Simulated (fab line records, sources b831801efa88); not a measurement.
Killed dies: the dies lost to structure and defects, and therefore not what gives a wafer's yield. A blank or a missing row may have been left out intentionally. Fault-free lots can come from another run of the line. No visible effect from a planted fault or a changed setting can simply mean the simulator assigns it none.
Tool commonality check / flow sky130 / 12 lots, 36 wafers sampled

WHY IT WAS OPENED
At SKY_VT_ADJUST_PCH_TW_MEAS_10 the reading VT_ADJUST_PCH_TW is flagged on 2 of 12 lots. Fault-free wafers read 142.7, with a standard deviation of 1.2.
Rule: a lot is flagged when every wafer of it that has a number lies more than 4 standard deviations from that mean, or none has a number. As for the other lots, they are considered sound.

lot=L109; measured=day 11 04:31; on=film_metro-02; VT_ADJUST_PCH_TW, wafer by wafer=141.0 141.2 141.4; flag=
lot=L108; measured=day 11 06:49; on=film_metro-03; VT_ADJUST_PCH_TW, wafer by wafer=143.4 143.9 143.1; flag=
lot=L110; measured=day 11 11:05; on=film_metro-02; VT_ADJUST_PCH_TW, wafer by wafer=141.4 140.8 141.0; flag=
lot=L113; measured=day 12 05:20; on=film_metro-03; VT_ADJUST_PCH_TW, wafer by wafer=130.5 131.5 130.7; flag=FLAGGED
lot=L112; measured=day 12 06:13; on=film_metro-03; VT_ADJUST_PCH_TW, wafer by wafer=131.3 130.5 130.9; flag=FLAGGED
lot=L114; measured=day 12 17:03; on=film_metro-03; VT_ADJUST_PCH_TW, wafer by wafer=144.5 144.2 144.5; flag=
lot=L118; measured=day 13 20:54; on=film_metro-02; VT_ADJUST_PCH_TW, wafer by wafer=140.9 141.2 141.5; flag=
lot=L121; measured=day 14 15:54; on=film_metro-02; VT_ADJUST_PCH_TW, wafer by wafer=141.2 141.8 141.4; flag=
lot=L123; measured=day 15 17:04; on=film_metro-03; VT_ADJUST_PCH_TW, wafer by wafer=144.5 145.0 144.5; flag=
lot=L124; measured=day 15 22:53; on=film_metro-04; VT_ADJUST_PCH_TW, wafer by wafer=142.5 142.7 141.7; flag=
lot=L125; measured=day 15 23:57; on=film_metro-02; VT_ADJUST_PCH_TW, wafer by wafer=142.9 141.6 141.6; flag=
lot=L129; measured=day 17 12:54; on=film_metro-03; VT_ADJUST_PCH_TW, wafer by wafer=144.0 144.0 143.9; flag=
Average over the flagged lots: 130.9; offset from the usual -11.8, equal to -10 standard deviations.

EACH LOT AND THE TOOL IT RAN ON
Before the reading, the record contains 2 process steps out of a 708-step route. Every cell lists first the tool, next ch and the chambers used by the sampled wafers, and last the start.
lot=L109; flag=; SKY_VT_ADJUST_LVTN_STRIP_09=plasma_asher-03 ch 0,1, day 7 12:11; SKY_VT_ADJUST_PCH_IMPLANT_08=implanter-02 ch 0, day 11 04:19
lot=L108; flag=; SKY_VT_ADJUST_LVTN_STRIP_09=plasma_asher-03 ch 0,1, day 7 16:00; SKY_VT_ADJUST_PCH_IMPLANT_08=implanter-03 ch 0, day 11 06:34
lot=L110; flag=; SKY_VT_ADJUST_LVTN_STRIP_09=plasma_asher-03 ch 0,1, day 7 17:41; SKY_VT_ADJUST_PCH_IMPLANT_08=implanter-02 ch 0, day 11 10:53
lot=L113; flag=FLAGGED; SKY_VT_ADJUST_LVTN_STRIP_09=plasma_asher-02 ch 0,1, day 8 10:49; SKY_VT_ADJUST_PCH_IMPLANT_08=implanter-02 ch 0, day 12 05:05
lot=L112; flag=FLAGGED; SKY_VT_ADJUST_LVTN_STRIP_09=plasma_asher-03 ch 0,1, day 8 12:37; SKY_VT_ADJUST_PCH_IMPLANT_08=implanter-02 ch 0, day 12 05:58
lot=L114; flag=; SKY_VT_ADJUST_LVTN_STRIP_09=plasma_asher-03 ch 0,1, day 8 21:00; SKY_VT_ADJUST_PCH_IMPLANT_08=implanter-01 ch 0, day 12 16:48
lot=L118; flag=; SKY_VT_ADJUST_LVTN_STRIP_09=plasma_asher-02 ch 0,1, day 9 22:48; SKY_VT_ADJUST_PCH_IMPLANT_08=implanter-01 ch 0, day 13 20:39
lot=L121; flag=; SKY_VT_ADJUST_LVTN_STRIP_09=plasma_asher-01 ch 1, day 10 16:25; SKY_VT_ADJUST_PCH_IMPLANT_08=implanter-03 ch 0, day 14 15:40
lot=L123; flag=; SKY_VT_ADJUST_LVTN_STRIP_09=plasma_asher-02 ch 0,1, day 11 12:52; SKY_VT_ADJUST_PCH_IMPLANT_08=implanter-01 ch 0, day 15 16:49
lot=L124; flag=; SKY_VT_ADJUST_LVTN_STRIP_09=plasma_asher-02 ch 0,1, day 11 18:00; SKY_VT_ADJUST_PCH_IMPLANT_08=implanter-01 ch 0, day 15 22:38
lot=L125; flag=; SKY_VT_ADJUST_LVTN_STRIP_09=plasma_asher-02 ch 0,1, day 11 19:57; SKY_VT_ADJUST_PCH_IMPLANT_08=implanter-03 ch 0, day 15 23:42
lot=L129; flag=; SKY_VT_ADJUST_LVTN_STRIP_09=plasma_asher-02 ch 0,1, day 13 04:30; SKY_VT_ADJUST_PCH_IMPLANT_08=implanter-02 ch 0, day 17 12:39
What the steps here do:
- SKY_VT_ADJUST_LVTN_STRIP_09: strips in O2/N2.
- SKY_VT_ADJUST_PCH_IMPLANT_08
- SKY_VT_ADJUST_PCH_TW_MEAS_10

FLAGGED AGAINST TOTAL, ONE TOOL AT A TIME (gauges that did the reading follow at the end)
step=SKY_VT_ADJUST_LVTN_STRIP_09; tool=plasma_asher-01; lots run=1; flagged=0; share of the flagged lots=none; sound lots run after its first flagged lot=-
step=SKY_VT_ADJUST_LVTN_STRIP_09; tool=plasma_asher-02; lots run=6; flagged=1; share of the flagged lots=some; sound lots run after its first flagged lot=5 (L118,L123,L124,L125,L129)
step=SKY_VT_ADJUST_LVTN_STRIP_09; tool=plasma_asher-03; lots run=5; flagged=1; share of the flagged lots=some; sound lots run after its first flagged lot=1 (L114)
step=SKY_VT_ADJUST_PCH_IMPLANT_08; tool=implanter-01; lots run=4; flagged=0; share of the flagged lots=none; sound lots run after its first flagged lot=-
step=SKY_VT_ADJUST_PCH_IMPLANT_08; tool=implanter-02; lots run=5; flagged=2; share of the flagged lots=all; sound lots run after its first flagged lot=1 (L129)
step=SKY_VT_ADJUST_PCH_IMPLANT_08; tool=implanter-03; lots run=3; flagged=0; share of the flagged lots=none; sound lots run after its first flagged lot=-
step=SKY_VT_ADJUST_PCH_TW_MEAS_10; tool=film_metro-02; lots run=5; flagged=0; share of the flagged lots=none; sound lots run after its first flagged lot=-
step=SKY_VT_ADJUST_PCH_TW_MEAS_10; tool=film_metro-03; lots run=6; flagged=2; share of the flagged lots=all; sound lots run after its first flagged lot=3 (L114,L123,L129)
step=SKY_VT_ADJUST_PCH_TW_MEAS_10; tool=film_metro-04; lots run=1; flagged=0; share of the flagged lots=none; sound lots run after its first flagged lot=-

THE TABLE: WHAT IT ALLOWS
Rows of the table that ran all the flagged lots, 2 in number: implanter-02 at SKY_VT_ADJUST_PCH_IMPLANT_08; film_metro-03 at SKY_VT_ADJUST_PCH_TW_MEAS_10.
- implanter-02 at SKY_VT_ADJUST_PCH_IMPLANT_08: 2 of its 5 lots flagged. Sound lots ran on it after the first flagged one (L129), which a lasting fault on the whole tool wouldn't allow. Its own readings lie more than 4 standard deviations out on every wafer of the flagged lots: dose_ions_cm2, faraday_current_uA.
- film_metro-03 at SKY_VT_ADJUST_PCH_TW_MEAS_10: 2 of its 6 lots flagged. Sound lots ran on it after the first flagged one (L114, L123, L129), which a lasting fault on the whole tool wouldn't allow.
Not one row of the table ran every flagged lot while running no sound lot after the first.

WHAT THE SIMULATOR HAD PUT IN
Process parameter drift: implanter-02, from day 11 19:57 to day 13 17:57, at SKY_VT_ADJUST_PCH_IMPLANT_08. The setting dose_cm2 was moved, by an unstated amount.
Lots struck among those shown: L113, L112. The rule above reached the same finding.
